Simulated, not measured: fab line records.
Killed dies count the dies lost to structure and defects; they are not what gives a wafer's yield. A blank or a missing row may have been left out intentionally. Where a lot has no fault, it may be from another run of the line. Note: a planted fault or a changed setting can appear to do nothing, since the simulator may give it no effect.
2 desks, one fault / flow gf180mcu / numbers are kept per desk, each desk with only its own; the story behind them comes last

== TOOL OWNER'S DESK, pvd-sputter-03 ==
The tool's own readings at GF_MIM_SPUTTER_07 (material TiN, target thk 60 nm, time 50 s): means of the sampled wafers that have a number, for each lot that ran on this tool. Marked OUT: a lot whose mean sits more than 4 standard deviations from the usual mean, which makes it out of limits; the brackets give that distance.
Columns: A = throttle-valve-pct at GF_MIM_SPUTTER_07, usual 30.6 %
lot=L308; first seen here=day 25 20:44; A=30.7
lot=L313; first seen here=day 27 09:49; A=30.6
lot=L317; first seen here=day 28 19:55; A=30.6
lot=L318; first seen here=day 28 21:38; A=30.7
lot=L320; first seen here=day 29 08:23; A=30.0
Result from this desk: across the 5 lots, nothing is out of limits.

== THE METROLOGY DESK ==
What the gauges read for every lot (on any tool): the sampled wafers with a number, averaged. Marked OUT: a lot whose mean sits more than 4 standard deviations from the usual mean, which makes it out of limits; the brackets give that distance.
Columns: A = MIM_ALCU_RS at GF_MIM_RS_MEAS_10, usual 0.1597 ohm/sq
lot=L306; first seen here=day 25 03:32; A=0.1608
lot=L308; first seen here=day 25 20:50; A=0.1618
lot=L310; first seen here=day 26 23:00; A=0.1595
lot=L312; first seen here=day 27 03:16; A=0.1572
lot=L313; first seen here=day 27 09:55; A=0.1586
lot=L317; first seen here=day 28 20:02; A=0.1614
lot=L318; first seen here=day 28 21:44; A=0.1612
lot=L319; first seen here=day 29 02:23; A=0.1578
lot=L320; first seen here=day 29 08:31; A=0.1620
lot=L325; first seen here=day 30 17:10; A=0.1592
lot=L327; first seen here=day 31 03:31; A=0.1591
Result from this desk: across the 11 lots, nothing is out of limits.

== PUT TOGETHER ==
The desk of the tool owner found nothing out of limits.
From the metrology desk's view, nothing was out of limits.

== WHAT THE SIMULATOR PUT IN ==
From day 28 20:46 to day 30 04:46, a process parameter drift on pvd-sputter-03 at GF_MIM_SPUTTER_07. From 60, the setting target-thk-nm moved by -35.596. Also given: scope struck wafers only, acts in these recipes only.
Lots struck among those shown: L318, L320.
